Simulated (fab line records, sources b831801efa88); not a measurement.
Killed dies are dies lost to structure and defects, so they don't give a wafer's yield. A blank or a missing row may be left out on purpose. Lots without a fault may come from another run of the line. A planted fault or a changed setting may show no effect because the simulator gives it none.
Problem report in the 8D (eight disciplines) form, filled by code | flow sky130 | the parts of the form that need people (team, actions taken, sign-off) are left out

1. THE PROBLEM
CAP2M_TIN_RS at SKY_CAP2M_RS_MEAS_03 reads a mean of 5.12 ohm/sq on 2 wafers of 2 lots; wafers without a fault read 6.89 ohm/sq with a standard deviation of 0.073. That is -24 standard deviations from the usual mean.
The step: measures by four-point-probe.
First seen on wafer L799.5, day 41 19:58, on film_metro-01. The record holds 30 wafers of 10 lots with a number at this step. Rule for "out", or "out of limits": more than 4 standard deviations from the usual mean. The other wafers with a number count as sound.

2. WHAT IT IS AND WHAT IT IS NOT
question                    | is                           | is not
which readings at this step | CAP2M_TIN_RS                 | -
which lots                  | L799, L800                   | L791, L796, L797, L801, L808, L809, L810, L814
which wafers of those lots  | L799.5, L800.4               | L799.2, L799.6, L800.2, L800.6
read on which gauges        | film_metro-01, film_metro-04 | film_metro-02
when                        | from day 41 19:58            | up to then (11 sound wafers); but 17 sound wafers of L800, L801, L808, L809, L810, L814 came after

3. SUSPECTS, AND WHAT RULES EACH OUT
Counting: a tool at a process step up to the reading stays a suspect if it ran every lot that is out. Sound lots after the first of them don't rule it out here, since some wafers of a struck lot are sound.
- the gauge at SKY_CAP2M_RS_MEAS_03: ruled out. The wafers that are out were read on 2 gauges (film_metro-01, film_metro-04).
- cvd_w-01 at SKY_VIA1_CVD_21 (deposits W, target thk 270 nm, time 80.902 s): kept. It ran every lot that is out, first L799 (day 36 04:52); its last sound lot up to then is L796 (day 35 13:34).
- pvd_sputter-02 at SKY_CAP2M_SPUTTER_02 (material TiN, target thk 200 nm, time 166.7 s): kept. It ran every lot that is out, first L799 (day 41 19:50); its last sound lot up to then is L796 (day 41 05:02).
- Within cvd_w-01 at SKY_VIA1_CVD_21: the wafers that are out ran in chamber 1; their sound lot-mates ran in chamber 0.
Left after counting: cvd_w-01 at SKY_VIA1_CVD_21, pvd_sputter-02 at SKY_CAP2M_SPUTTER_02.

4. THE CAUSE (what the simulator had put in)
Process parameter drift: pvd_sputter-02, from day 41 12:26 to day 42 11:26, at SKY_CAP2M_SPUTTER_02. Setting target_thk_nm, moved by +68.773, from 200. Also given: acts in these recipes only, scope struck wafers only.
Counting left 2 suspects, and this tool is among them.

5. THE CHAIN OF EFFECTS, in route order
Each row: a reading whose mean over the struck wafers that have a number lies more than 3 standard deviations from the usual. Only readings for which the record gives a usual standard deviation are gone through. hours: the time from each lot's start at the first step in this table that gives one to its start at this step, as a median over the lots. sigmas: the change in usual standard deviations.
hours | step                    | reading            | usual       | on struck wafers | change | sigmas
0     | SKY_CAP2M_RS_MEAS_03    | CAP2M_TIN_RS       | 6.89 ohm/sq | 5.12             | -1.77  | -24
4     | SKY_CAP2M_THK_MEAS_04   | CAP2M_TIN_THK      | 197.8 nm    | 266.1            | +68.2  | +32
23    | SKY_CAP2M_METAL_ETCH_13 | oes_product_au     | 0.943 a.u.  | 1.022            | +0.079 | +11
23    | SKY_CAP2M_METAL_ETCH_13 | throttle_valve_pct | 21.900 %    | 21.858           | -0.042 | -4.8
The process steps in it:
- SKY_CAP2M_METAL_ETCH_13: etches TiN in Cl2/BCl3, stops on SiO2, target depth 220 nm, time 62.9 s.

6. WHAT WOULD HAVE CAUGHT IT SOONER
In this record the first reading out of limits at a measuring or inspecting step was taken at day 41 19:58, 8 hours after the fault began at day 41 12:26.
Of the tool readings at SKY_CAP2M_SPUTTER_02 for which the record gives a usual standard deviation, none was out on any struck wafer, so an alarm limit of 4 standard deviations on them would not have fired.
Of the lots that are out (2), L800 began SKY_CAP2M_SPUTTER_02 on pvd_sputter-02 after day 41 19:58. A hold on the tool at that time would have spared it.
